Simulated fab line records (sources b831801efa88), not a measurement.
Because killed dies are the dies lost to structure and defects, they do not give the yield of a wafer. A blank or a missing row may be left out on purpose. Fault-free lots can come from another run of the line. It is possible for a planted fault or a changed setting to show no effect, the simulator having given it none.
Which tool did it? || flow gf180mcu || 24 lots with 72 wafers sampled at 6 steps, on a route of 602 steps

== WHAT EACH GAUGE READ, for each wafer ==
GF_M2_RS_MEAS_05: the measuring method here is four-point-probe.
{"lot": "L074", "measured": "day 18 07:15", "on": "film metro-02", "M2_ALCU_RS (ohm/sq)": "0.0690 0.0700 0.0699"}
{"lot": "L075", "measured": "day 18 19:29", "on": "film metro-01", "M2_ALCU_RS (ohm/sq)": "0.0686 0.0687 0.0685"}
{"lot": "L076", "measured": "day 19 01:08", "on": "film metro-02", "M2_ALCU_RS (ohm/sq)": "0.0694 0.0699 0.0696"}
{"lot": "L077", "measured": "day 19 11:19", "on": "film metro-02", "M2_ALCU_RS (ohm/sq)": "0.0688 0.0689 0.0685"}
{"lot": "L078", "measured": "day 19 22:11", "on": "film metro-01", "M2_ALCU_RS (ohm/sq)": "0.0689 0.0693 0.0689"}
{"lot": "L079", "measured": "day 20 03:30", "on": "film metro-03", "M2_ALCU_RS (ohm/sq)": "0.0689 0.0687 0.0690"}
{"lot": "L080", "measured": "day 20 18:25", "on": "film metro-01", "M2_ALCU_RS (ohm/sq)": "0.0704 0.0696 0.0700"}
{"lot": "L081", "measured": "day 21 05:07", "on": "film metro-03", "M2_ALCU_RS (ohm/sq)": "0.0697 0.0690 0.0695"}
{"lot": "L082", "measured": "day 21 10:52", "on": "film metro-01", "M2_ALCU_RS (ohm/sq)": "0.0697 0.0702 0.0694"}
{"lot": "L083", "measured": "day 21 14:53", "on": "film metro-03", "M2_ALCU_RS (ohm/sq)": "0.0701 0.0700 0.0692"}
{"lot": "L084", "measured": "day 22 06:08", "on": "film metro-02", "M2_ALCU_RS (ohm/sq)": "0.0693 0.0684 0.0692"}
{"lot": "L085", "measured": "day 22 11:36", "on": "film metro-02", "M2_ALCU_RS (ohm/sq)": "0.0699 0.0689 0.0705"}
{"lot": "L086", "measured": "day 23 03:38", "on": "film metro-02", "M2_ALCU_RS (ohm/sq)": "0.0697 0.0697 0.0688"}
{"lot": "L087", "measured": "day 23 03:59", "on": "film metro-03", "M2_ALCU_RS (ohm/sq)": "0.0696 0.0691 0.0698"}
{"lot": "L088", "measured": "day 23 10:25", "on": "film metro-02", "M2_ALCU_RS (ohm/sq)": "0.0694 0.0698 0.0700"}
{"lot": "L089", "measured": "day 23 23:33", "on": "film metro-02", "M2_ALCU_RS (ohm/sq)": "0.0694 0.0682 0.0690"}
{"lot": "L090", "measured": "day 24 07:35", "on": "film metro-02", "M2_ALCU_RS (ohm/sq)": "0.0690 0.0699 0.0697"}
{"lot": "L091", "measured": "day 24 10:05", "on": "film metro-02", "M2_ALCU_RS (ohm/sq)": "0.0702 0.0700 0.0702"}
{"lot": "L092", "measured": "day 24 17:01", "on": "film metro-01", "M2_ALCU_RS (ohm/sq)": "0.0702 0.0696 0.0700"}
{"lot": "L093", "measured": "day 25 07:42", "on": "film metro-02", "M2_ALCU_RS (ohm/sq)": "0.0698 0.0697 0.0702"}
{"lot": "L094", "measured": "day 25 12:32", "on": "film metro-02", "M2_ALCU_RS (ohm/sq)": "0.0703 0.0694 0.0694"}
{"lot": "L095", "measured": "day 25 16:33", "on": "film metro-02", "M2_ALCU_RS (ohm/sq)": "0.0698 0.0695 0.0700"}
{"lot": "L096", "measured": "day 25 20:04", "on": "film metro-02", "M2_ALCU_RS (ohm/sq)": "0.0696 0.0703 0.0701"}
{"lot": "L097", "measured": "day 26 07:08", "on": "film metro-03", "M2_ALCU_RS (ohm/sq)": "0.0707 0.0700 0.0698"}

GF_V4_BOW_MEAS_05.
{"lot": "L074", "measured": "day 23 12:37", "on": "film metro-01", "V4_BOW (um)": "130 133 141"}
{"lot": "L075", "measured": "day 24 00:12", "on": "film metro-03", "V4_BOW (um)": "122 113 112"}
{"lot": "L076", "measured": "day 24 05:31", "on": "film metro-03", "V4_BOW (um)": "138 130 135"}
{"lot": "L077", "measured": "day 24 15:25", "on": "film metro-03", "V4_BOW (um)": "134 131 135"}
{"lot": "L078", "measured": "day 25 01:20", "on": "film metro-03", "V4_BOW (um)": "134 144 131"}
{"lot": "L079", "measured": "day 25 06:44", "on": "film metro-01", "V4_BOW (um)": "127 131 130"}
{"lot": "L080", "measured": "day 25 19:41", "on": "film metro-01", "V4_BOW (um)": "149 140 130"}
{"lot": "L081", "measured": "day 26 03:14", "on": "film metro-04", "V4_BOW (um)": "141 148 141"}
{"lot": "L082", "measured": "day 26 09:49", "on": "film metro-01", "V4_BOW (um)": "129 132 129"}
{"lot": "L083", "measured": "day 26 13:24", "on": "film metro-04", "V4_BOW (um)": "135 147 137"}
{"lot": "L084", "measured": "day 27 01:26", "on": "film metro-01", "V4_BOW (um)": "129 124 136"}
{"lot": "L085", "measured": "day 27 07:08", "on": "film metro-03", "V4_BOW (um)": "137 144 141"}
{"lot": "L086", "measured": "day 27 20:40", "on": "film metro-04", "V4_BOW (um)": "137 143 145"}
{"lot": "L087", "measured": "day 27 21:32", "on": "film metro-03", "V4_BOW (um)": "131 137 128"}
{"lot": "L088", "measured": "day 28 03:47", "on": "film metro-03", "V4_BOW (um)": "146 140 142"}
{"lot": "L089", "measured": "day 28 14:40", "on": "film metro-03", "V4_BOW (um)": "148 132 146"}
{"lot": "L090", "measured": "day 28 22:20", "on": "film metro-04", "V4_BOW (um)": "128 134 124"}
{"lot": "L091", "measured": "day 28 23:50", "on": "film metro-04", "V4_BOW (um)": "118 117 119"}
{"lot": "L092", "measured": "day 29 05:44", "on": "film metro-03", "V4_BOW (um)": "138 136 141"}
{"lot": "L093", "measured": "day 29 19:23", "on": "film metro-01", "V4_BOW (um)": "134 136 123"}
{"lot": "L094", "measured": "day 29 23:49", "on": "film metro-04", "V4_BOW (um)": "139 135 157"}
{"lot": "L095", "measured": "day 30 03:46", "on": "film metro-01", "V4_BOW (um)": "128 127 135"}
{"lot": "L096", "measured": "day 30 05:56", "on": "film metro-03", "V4_BOW (um)": "112 132 124"}
{"lot": "L097", "measured": "day 30 15:52", "on": "film metro-04", "V4_BOW (um)": "148 140 145"}

== WHICH TOOL RAN EACH LOT (tool, then ch and the chambers of the sampled wafers, then the start) ==
{"lot": "L074", "GF_DNWELL_STRIP_08": "plasma asher-01 ch 0, day 2 19:18", "GF_CONTACT_ETCH_16": "rie diel-02 ch 1,2,3, day 16 04:45", "GF_M2_SPUTTER_02": "pvd sputter-04, day 18 07:08", "GF_M4_SPUTTER_02": "pvd sputter-04, day 22 12:32"}
{"lot": "L075", "GF_DNWELL_STRIP_08": "plasma asher-03 ch 0,1, day 3 00:18", "GF_CONTACT_ETCH_16": "rie diel-03 ch 0,2,3, day 16 16:16", "GF_M2_SPUTTER_02": "pvd sputter-02, day 18 19:23", "GF_M4_SPUTTER_02": "pvd sputter-02, day 23 00:40"}
{"lot": "L076", "GF_DNWELL_STRIP_08": "plasma asher-04 ch 0,1, day 3 07:09", "GF_CONTACT_ETCH_16": "rie diel-03 ch 1,2,3, day 16 19:57", "GF_M2_SPUTTER_02": "pvd sputter-02, day 19 00:59", "GF_M4_SPUTTER_02": "pvd sputter-02, day 23 06:07"}
{"lot": "L077", "GF_DNWELL_STRIP_08": "plasma asher-03 ch 0,1, day 3 10:20", "GF_CONTACT_ETCH_16": "rie diel-01 ch 1,2, day 17 06:54", "GF_M2_SPUTTER_02": "pvd sputter-02, day 19 11:10", "GF_M4_SPUTTER_02": "pvd sputter-02, day 23 15:48"}
{"lot": "L078", "GF_DNWELL_STRIP_08": "plasma asher-03 ch 0,1, day 3 15:52", "GF_CONTACT_ETCH_16": "rie diel-03 ch 0,1,2, day 17 17:57", "GF_M2_SPUTTER_02": "pvd sputter-01, day 19 22:05", "GF_M4_SPUTTER_02": "pvd sputter-01, day 24 02:11"}
{"lot": "L079", "GF_DNWELL_STRIP_08": "plasma asher-04 ch 0,1, day 3 19:59", "GF_CONTACT_ETCH_16": "rie diel-02 ch 0,1, day 17 22:14", "GF_M2_SPUTTER_02": "pvd sputter-04, day 20 03:25", "GF_M4_SPUTTER_02": "pvd sputter-01, day 24 07:13"}
{"lot": "L080", "GF_DNWELL_STRIP_08": "plasma asher-01 ch 0,1, day 4 03:49", "GF_CONTACT_ETCH_16": "rie diel-03 ch 1,2,3, day 18 13:27", "GF_M2_SPUTTER_02": "pvd sputter-01, day 20 18:19", "GF_M4_SPUTTER_02": "pvd sputter-01, day 24 20:41"}
{"lot": "L081", "GF_DNWELL_STRIP_08": "plasma asher-03 ch 0,1, day 4 09:13", "GF_CONTACT_ETCH_16": "rie diel-01 ch 0,2,3, day 18 23:51", "GF_M2_SPUTTER_02": "pvd sputter-04, day 21 04:59", "GF_M4_SPUTTER_02": "pvd sputter-04, day 25 05:02"}
{"lot": "L082", "GF_DNWELL_STRIP_08": "plasma asher-01 ch 0,1, day 4 13:23", "GF_CONTACT_ETCH_16": "rie diel-02 ch 0,1,2, day 19 05:50", "GF_M2_SPUTTER_02": "pvd sputter-01, day 21 10:46", "GF_M4_SPUTTER_02": "pvd sputter-04, day 25 11:11"}
{"lot": "L083", "GF_DNWELL_STRIP_08": "plasma asher-03 ch 0,1, day 4 16:30", "GF_CONTACT_ETCH_16": "rie diel-03 ch 0,2,3, day 19 09:54", "GF_M2_SPUTTER_02": "pvd sputter-02, day 21 14:48", "GF_M4_SPUTTER_02": "pvd sputter-04, day 25 15:12"}
{"lot": "L084", "GF_DNWELL_STRIP_08": "plasma asher-01 ch 0,1, day 5 00:33", "GF_CONTACT_ETCH_16": "rie diel-02 ch 0,1, day 20 01:21", "GF_M2_SPUTTER_02": "pvd sputter-02, day 22 06:03", "GF_M4_SPUTTER_02": "pvd sputter-01, day 26 03:02"}
{"lot": "L085", "GF_DNWELL_STRIP_08": "plasma asher-03 ch 0,1, day 5 05:29", "GF_CONTACT_ETCH_16": "rie diel-02 ch 0,2,3, day 20 07:05", "GF_M2_SPUTTER_02": "pvd sputter-02, day 22 11:29", "GF_M4_SPUTTER_02": "pvd sputter-01, day 26 09:05"}
{"lot": "L086", "GF_DNWELL_STRIP_08": "plasma asher-03 ch 0,1, day 5 10:17", "GF_CONTACT_ETCH_16": "rie diel-01 ch 0,1,3, day 21 00:17", "GF_M2_SPUTTER_02": "pvd sputter-02, day 23 03:32", "GF_M4_SPUTTER_02": "pvd sputter-02, day 26 23:25"}
{"lot": "L087", "GF_DNWELL_STRIP_08": "plasma asher-01 ch 0,1, day 5 16:36", "GF_CONTACT_ETCH_16": "rie diel-02 ch 0,3, day 21 00:38", "GF_M2_SPUTTER_02": "pvd sputter-01, day 23 03:53", "GF_M4_SPUTTER_02": "pvd sputter-04, day 27 00:33"}
{"lot": "L088", "GF_DNWELL_STRIP_08": "plasma asher-01 ch 1, day 5 21:38", "GF_CONTACT_ETCH_16": "rie diel-02 ch 0,1,3, day 21 07:39", "GF_M2_SPUTTER_02": "pvd sputter-01, day 23 10:19", "GF_M4_SPUTTER_02": "pvd sputter-02, day 27 06:20"}
{"lot": "L089", "GF_DNWELL_STRIP_08": "plasma asher-04 ch 0,1, day 6 02:42", "GF_CONTACT_ETCH_16": "rie diel-01 ch 0,1,3, day 21 20:22", "GF_M2_SPUTTER_02": "pvd sputter-02, day 23 23:28", "GF_M4_SPUTTER_02": "pvd sputter-02, day 27 18:05"}
{"lot": "L090", "GF_DNWELL_STRIP_08": "plasma asher-04 ch 0,1, day 6 08:05", "GF_CONTACT_ETCH_16": "rie diel-03 ch 0,1,3, day 22 06:07", "GF_M2_SPUTTER_02": "pvd sputter-04, day 24 07:26", "GF_M4_SPUTTER_02": "pvd sputter-04, day 28 01:20"}
{"lot": "L091", "GF_DNWELL_STRIP_08": "plasma asher-03 ch 0,1, day 6 14:32", "GF_CONTACT_ETCH_16": "rie diel-02 ch 0,3, day 22 08:08", "GF_M2_SPUTTER_02": "pvd sputter-01, day 24 09:58", "GF_M4_SPUTTER_02": "pvd sputter-04, day 28 03:22"}
{"lot": "L092", "GF_DNWELL_STRIP_08": "plasma asher-03 ch 0, day 6 20:02", "GF_CONTACT_ETCH_16": "rie diel-02 ch 1,2, day 22 16:00", "GF_M2_SPUTTER_02": "pvd sputter-04, day 24 16:56", "GF_M4_SPUTTER_02": "pvd sputter-02, day 28 08:53"}
{"lot": "L093", "GF_DNWELL_STRIP_08": "plasma asher-04 ch 0,1, day 7 00:36", "GF_CONTACT_ETCH_16": "rie diel-02 ch 1,2, day 23 06:23", "GF_M2_SPUTTER_02": "pvd sputter-02, day 25 07:37", "GF_M4_SPUTTER_02": "pvd sputter-01, day 28 22:58"}
{"lot": "L094", "GF_DNWELL_STRIP_08": "plasma asher-01 ch 0,1, day 7 07:29", "GF_CONTACT_ETCH_16": "rie diel-02 ch 0,1,2, day 23 12:14", "GF_M2_SPUTTER_02": "pvd sputter-01, day 25 12:26", "GF_M4_SPUTTER_02": "pvd sputter-04, day 29 03:32"}
{"lot": "L095", "GF_DNWELL_STRIP_08": "plasma asher-04 ch 0, day 7 10:50", "GF_CONTACT_ETCH_16": "rie diel-03 ch 0,1,2, day 23 16:37", "GF_M2_SPUTTER_02": "pvd sputter-01, day 25 16:26", "GF_M4_SPUTTER_02": "pvd sputter-01, day 29 07:46"}
{"lot": "L096", "GF_DNWELL_STRIP_08": "plasma asher-04 ch 0,1, day 7 14:56", "GF_CONTACT_ETCH_16": "rie diel-01 ch 1,2,3, day 23 20:08", "GF_M2_SPUTTER_02": "pvd sputter-01, day 25 19:58", "GF_M4_SPUTTER_02": "pvd sputter-02, day 29 09:36"}
{"lot": "L097", "GF_DNWELL_STRIP_08": "plasma asher-04 ch 0,1, day 7 23:16", "GF_CONTACT_ETCH_16": "rie diel-02 ch 1,2,3, day 24 06:26", "GF_M2_SPUTTER_02": "pvd sputter-02, day 26 07:02", "GF_M4_SPUTTER_02": "pvd sputter-02, day 29 19:56"}
- GF_DNWELL_STRIP_08: strips in O2/N2.
- GF_CONTACT_ETCH_16: etches BARC in N2/H2.
- GF_M2_SPUTTER_02: material AlCu, target thk 450 nm, time 23.9 s.
- GF_M4_SPUTTER_02: material AlCu, target thk 450 nm, time 23.9 s.

== AS READ BY THE TOOLS THEMSELVES (means over the sampled wafers that have a number; for cases with no such wafer, the mark the record gives instead) ==
GF_DNWELL_STRIP_08.
{"lot": "L074", "tool": "plasma asher-01", "drypump motor current A (A)": 5.6, "heater power w (W)": 295, "oes product au (a.u.)": 0.725, "strip time to endpoint s (s)": 37.13}
{"lot": "L075", "tool": "plasma asher-03", "drypump motor current A (A)": 6.4, "heater power w (W)": 341, "oes product au (a.u.)": 0.722, "strip time to endpoint s (s)": 36.98}
{"lot": "L076", "tool": "plasma asher-04", "drypump motor current A (A)": 6.0, "heater power w (W)": 339, "oes product au (a.u.)": 0.721, "strip time to endpoint s (s)": 37.10}
{"lot": "L077", "tool": "plasma asher-03", "drypump motor current A (A)": 6.4, "heater power w (W)": 340, "oes product au (a.u.)": 0.726, "strip time to endpoint s (s)": 37.08}
{"lot": "L078", "tool": "plasma asher-03", "drypump motor current A (A)": 6.2, "heater power w (W)": 325, "oes product au (a.u.)": 0.722, "strip time to endpoint s (s)": 37.03}
{"lot": "L079", "tool": "plasma asher-04", "drypump motor current A (A)": 5.4, "heater power w (W)": 359, "oes product au (a.u.)": 0.723, "strip time to endpoint s (s)": 37.01}
{"lot": "L080", "tool": "plasma asher-01", "drypump motor current A (A)": 5.7, "heater power w (W)": 302, "oes product au (a.u.)": 0.720, "strip time to endpoint s (s)": 37.01}
{"lot": "L081", "tool": "plasma asher-03", "drypump motor current A (A)": 6.4, "heater power w (W)": 347, "oes product au (a.u.)": 0.729, "strip time to endpoint s (s)": 36.82}
{"lot": "L082", "tool": "plasma asher-01", "drypump motor current A (A)": 5.7, "heater power w (W)": 301, "oes product au (a.u.)": 0.726, "strip time to endpoint s (s)": 37.04}
{"lot": "L083", "tool": "plasma asher-03", "drypump motor current A (A)": 6.2, "heater power w (W)": 321, "oes product au (a.u.)": 0.724, "strip time to endpoint s (s)": 36.95}
{"lot": "L084", "tool": "plasma asher-01", "drypump motor current A (A)": 5.7, "heater power w (W)": 305, "oes product au (a.u.)": 0.721, "strip time to endpoint s (s)": 37.00}
{"lot": "L085", "tool": "plasma asher-03", "drypump motor current A (A)": 6.4, "heater power w (W)": 340, "oes product au (a.u.)": 0.722, "strip time to endpoint s (s)": 37.02}
{"lot": "L086", "tool": "plasma asher-03", "drypump motor current A (A)": 6.2, "heater power w (W)": 322, "oes product au (a.u.)": 0.725, "strip time to endpoint s (s)": 37.11}
{"lot": "L087", "tool": "plasma asher-01", "drypump motor current A (A)": 5.6, "heater power w (W)": 303, "oes product au (a.u.)": 0.722, "strip time to endpoint s (s)": 36.97}
{"lot": "L088", "tool": "plasma asher-01", "drypump motor current A (A)": 5.8, "heater power w (W)": 317, "oes product au (a.u.)": 0.717, "strip time to endpoint s (s)": 36.98}
{"lot": "L089", "tool": "plasma asher-04", "drypump motor current A (A)": 6.0, "heater power w (W)": 337, "oes product au (a.u.)": 0.726, "strip time to endpoint s (s)": 37.10}
{"lot": "L090", "tool": "plasma asher-04", "drypump motor current A (A)": 6.1, "heater power w (W)": 339, "oes product au (a.u.)": 0.720, "strip time to endpoint s (s)": 37.05}
{"lot": "L091", "tool": "plasma asher-03", "drypump motor current A (A)": 6.4, "heater power w (W)": 339, "oes product au (a.u.)": 0.722, "strip time to endpoint s (s)": 37.04}
{"lot": "L092", "tool": "plasma asher-03", "drypump motor current A (A)": 6.6, "heater power w (W)": 361, "oes product au (a.u.)": 0.720, "strip time to endpoint s (s)": 36.92}
{"lot": "L093", "tool": "plasma asher-04", "drypump motor current A (A)": 6.0, "heater power w (W)": 339, "oes product au (a.u.)": 0.723, "strip time to endpoint s (s)": 37.04}
{"lot": "L094", "tool": "plasma asher-01", "drypump motor current A (A)": 5.6, "heater power w (W)": 300, "oes product au (a.u.)": 0.723, "strip time to endpoint s (s)": 37.10}
{"lot": "L095", "tool": "plasma asher-04", "drypump motor current A (A)": 6.7, "heater power w (W)": 327, "oes product au (a.u.)": 0.723, "strip time to endpoint s (s)": 37.17}
{"lot": "L096", "tool": "plasma asher-04", "drypump motor current A (A)": 6.0, "heater power w (W)": 342, "oes product au (a.u.)": 0.722, "strip time to endpoint s (s)": 37.10}
{"lot": "L097", "tool": "plasma asher-04", "drypump motor current A (A)": 5.4, "heater power w (W)": 353, "oes product au (a.u.)": 0.724, "strip time to endpoint s (s)": 37.02}

GF_CONTACT_ETCH_16.
{"lot": "L074", "tool": "rie diel-02", "drypump motor current A (A)": 5.38, "oes product au (a.u.)": 0.856, "throttle valve pct (%)": 13.221}
{"lot": "L075", "tool": "rie diel-03", "drypump motor current A (A)": 5.19, "oes product au (a.u.)": 0.854, "throttle valve pct (%)": 13.225}
{"lot": "L076", "tool": "rie diel-03", "drypump motor current A (A)": 5.16, "oes product au (a.u.)": 0.854, "throttle valve pct (%)": 13.221}
{"lot": "L077", "tool": "rie diel-01", "drypump motor current A (A)": 5.18, "oes product au (a.u.)": 0.853, "throttle valve pct (%)": 13.229}
{"lot": "L078", "tool": "rie diel-03", "drypump motor current A (A)": 5.27, "oes product au (a.u.)": 0.861, "throttle valve pct (%)": 13.222}
{"lot": "L079", "tool": "rie diel-02", "drypump motor current A (A)": 5.44, "oes product au (a.u.)": 0.856, "throttle valve pct (%)": 13.214}
{"lot": "L080", "tool": "rie diel-03", "drypump motor current A (A)": 5.17, "oes product au (a.u.)": 0.854, "throttle valve pct (%)": 13.220}
{"lot": "L081", "tool": "rie diel-01", "drypump motor current A (A)": 5.43, "oes product au (a.u.)": 0.851, "throttle valve pct (%)": 13.224}
{"lot": "L082", "tool": "rie diel-02", "drypump motor current A (A)": 5.38, "oes product au (a.u.)": 0.852, "throttle valve pct (%)": 13.226}
{"lot": "L083", "tool": "rie diel-03", "drypump motor current A (A)": 5.18, "oes product au (a.u.)": 0.853, "throttle valve pct (%)": 13.230}
{"lot": "L084", "tool": "rie diel-02", "drypump motor current A (A)": 5.56, "oes product au (a.u.)": 0.859, "throttle valve pct (%)": 13.217}
{"lot": "L085", "tool": "rie diel-02", "drypump motor current A (A)": 5.25, "oes product au (a.u.)": 0.853, "throttle valve pct (%)": 13.229}
{"lot": "L086", "tool": "rie diel-01", "drypump motor current A (A)": 5.57, "oes product au (a.u.)": 0.854, "throttle valve pct (%)": 13.218}
{"lot": "L087", "tool": "rie diel-02", "drypump motor current A (A)": 5.36, "oes product au (a.u.)": 0.847, "throttle valve pct (%)": 13.234}
{"lot": "L088", "tool": "rie diel-02", "drypump motor current A (A)": 5.45, "oes product au (a.u.)": 0.852, "throttle valve pct (%)": 13.231}
{"lot": "L089", "tool": "rie diel-01", "drypump motor current A (A)": 5.56, "oes product au (a.u.)": 0.852, "throttle valve pct (%)": 13.223}
{"lot": "L090", "tool": "rie diel-03", "drypump motor current A (A)": 5.36, "oes product au (a.u.)": 0.854, "throttle valve pct (%)": 13.225}
{"lot": "L091", "tool": "rie diel-02", "drypump motor current A (A)": 5.35, "oes product au (a.u.)": 0.852, "throttle valve pct (%)": 13.231}
{"lot": "L092", "tool": "rie diel-02", "drypump motor current A (A)": 5.30, "oes product au (a.u.)": 0.853, "throttle valve pct (%)": 13.226}
{"lot": "L093", "tool": "rie diel-02", "drypump motor current A (A)": 5.29, "oes product au (a.u.)": 0.851, "throttle valve pct (%)": 13.222}
{"lot": "L094", "tool": "rie diel-02", "drypump motor current A (A)": 5.38, "oes product au (a.u.)": 0.854, "throttle valve pct (%)": 13.222}
{"lot": "L095", "tool": "rie diel-03", "drypump motor current A (A)": 5.27, "oes product au (a.u.)": 0.855, "throttle valve pct (%)": 13.229}
{"lot": "L096", "tool": "rie diel-01", "drypump motor current A (A)": 5.34, "oes product au (a.u.)": 0.853, "throttle valve pct (%)": 13.223}
{"lot": "L097", "tool": "rie diel-02", "drypump motor current A (A)": 5.38, "oes product au (a.u.)": 0.855, "throttle valve pct (%)": 13.228}

GF_M2_SPUTTER_02.
{"lot": "L074", "tool": "pvd sputter-04", "throttle valve pct (%)": 30.6}
{"lot": "L075", "tool": "pvd sputter-02", "throttle valve pct (%)": 30.7}
{"lot": "L076", "tool": "pvd sputter-02", "throttle valve pct (%)": 29.3}
{"lot": "L077", "tool": "pvd sputter-02", "throttle valve pct (%)": 30.7}
{"lot": "L078", "tool": "pvd sputter-01", "throttle valve pct (%)": 30.0}
{"lot": "L079", "tool": "pvd sputter-04", "throttle valve pct (%)": 30.6}
{"lot": "L080", "tool": "pvd sputter-01", "throttle valve pct (%)": 29.9}
{"lot": "L081", "tool": "pvd sputter-04", "throttle valve pct (%)": 30.2}
{"lot": "L082", "tool": "pvd sputter-01", "throttle valve pct (%)": 29.8}
{"lot": "L083", "tool": "pvd sputter-02", "throttle valve pct (%)": 29.8}
{"lot": "L084", "tool": "pvd sputter-02", "throttle valve pct (%)": 29.6}
{"lot": "L085", "tool": "pvd sputter-02", "throttle valve pct (%)": 30.9}
{"lot": "L086", "tool": "pvd sputter-02", "throttle valve pct (%)": 31.1}
{"lot": "L087", "tool": "pvd sputter-01", "throttle valve pct (%)": 29.2}
{"lot": "L088", "tool": "pvd sputter-01", "throttle valve pct (%)": 29.6}
{"lot": "L089", "tool": "pvd sputter-02", "throttle valve pct (%)": 30.8}
{"lot": "L090", "tool": "pvd sputter-04", "throttle valve pct (%)": 30.8}
{"lot": "L091", "tool": "pvd sputter-01", "throttle valve pct (%)": 29.4}
{"lot": "L092", "tool": "pvd sputter-04", "throttle valve pct (%)": 30.1}
{"lot": "L093", "tool": "pvd sputter-02", "throttle valve pct (%)": 30.1}
{"lot": "L094", "tool": "pvd sputter-01", "throttle valve pct (%)": 29.5}
{"lot": "L095", "tool": "pvd sputter-01", "throttle valve pct (%)": 28.6}
{"lot": "L096", "tool": "pvd sputter-01", "throttle valve pct (%)": 29.9}
{"lot": "L097", "tool": "pvd sputter-02", "throttle valve pct (%)": 30.5}

GF_M4_SPUTTER_02.
{"lot": "L074", "tool": "pvd sputter-04", "throttle valve pct (%)": 30.6}
{"lot": "L075", "tool": "pvd sputter-02", "throttle valve pct (%)": 30.5}
{"lot": "L076", "tool": "pvd sputter-02", "throttle valve pct (%)": 29.3}
{"lot": "L077", "tool": "pvd sputter-02", "throttle valve pct (%)": 30.8}
{"lot": "L078", "tool": "pvd sputter-01", "throttle valve pct (%)": 30.0}
{"lot": "L079", "tool": "pvd sputter-01", "throttle valve pct (%)": 29.3}
{"lot": "L080", "tool": "pvd sputter-01", "throttle valve pct (%)": 30.1}
{"lot": "L081", "tool": "pvd sputter-04", "throttle valve pct (%)": 30.7}
{"lot": "L082", "tool": "pvd sputter-04", "throttle valve pct (%)": 30.2}
{"lot": "L083", "tool": "pvd sputter-04", "throttle valve pct (%)": 30.1}
{"lot": "L084", "tool": "pvd sputter-01", "throttle valve pct (%)": 30.1}
{"lot": "L085", "tool": "pvd sputter-01", "throttle valve pct (%)": 30.1}
{"lot": "L086", "tool": "pvd sputter-02", "throttle valve pct (%)": 30.4}
{"lot": "L087", "tool": "pvd sputter-04", "throttle valve pct (%)": 30.8}
{"lot": "L088", "tool": "pvd sputter-02", "throttle valve pct (%)": 30.6}
{"lot": "L089", "tool": "pvd sputter-02", "throttle valve pct (%)": 30.2}
{"lot": "L090", "tool": "pvd sputter-04", "throttle valve pct (%)": 30.0}
{"lot": "L091", "tool": "pvd sputter-04", "throttle valve pct (%)": 30.8}
{"lot": "L092", "tool": "pvd sputter-02", "throttle valve pct (%)": 29.6}
{"lot": "L093", "tool": "pvd sputter-01", "throttle valve pct (%)": 29.2}
{"lot": "L094", "tool": "pvd sputter-04", "throttle valve pct (%)": 30.5}
{"lot": "L095", "tool": "pvd sputter-01", "throttle valve pct (%)": 29.3}
{"lot": "L096", "tool": "pvd sputter-02", "throttle valve pct (%)": 29.9}
{"lot": "L097", "tool": "pvd sputter-02", "throttle valve pct (%)": 29.9}

== THE ANSWER, worked out from the rows above alone ==
Rule: the usual values come from the lots themselves. Put in order of their means at a reading, lots are off if they are a third of the lots or fewer, leave a main group of 4 or more, and stand apart from it by a gap of 3 or more times the standard deviation of the main group's means; of several such gaps the widest counts. Not used: any main group whose means are identical at the precision the tables above print for the reading. A lot without any number at a reading at which 4 lots or more have one is off too. All remaining lots with rows at the step are treated as sound. Order of review: gauges by route order, followed by the tools' own readings, for which a lot's mean as printed above is used. At the first step where some lot is off, the reading lying furthest off is the one used; lots without a number count as furthest.
No lot is off on any of the readings shown, so nothing can be concluded from this.

== WHAT THE SIMULATOR PUT IN ==
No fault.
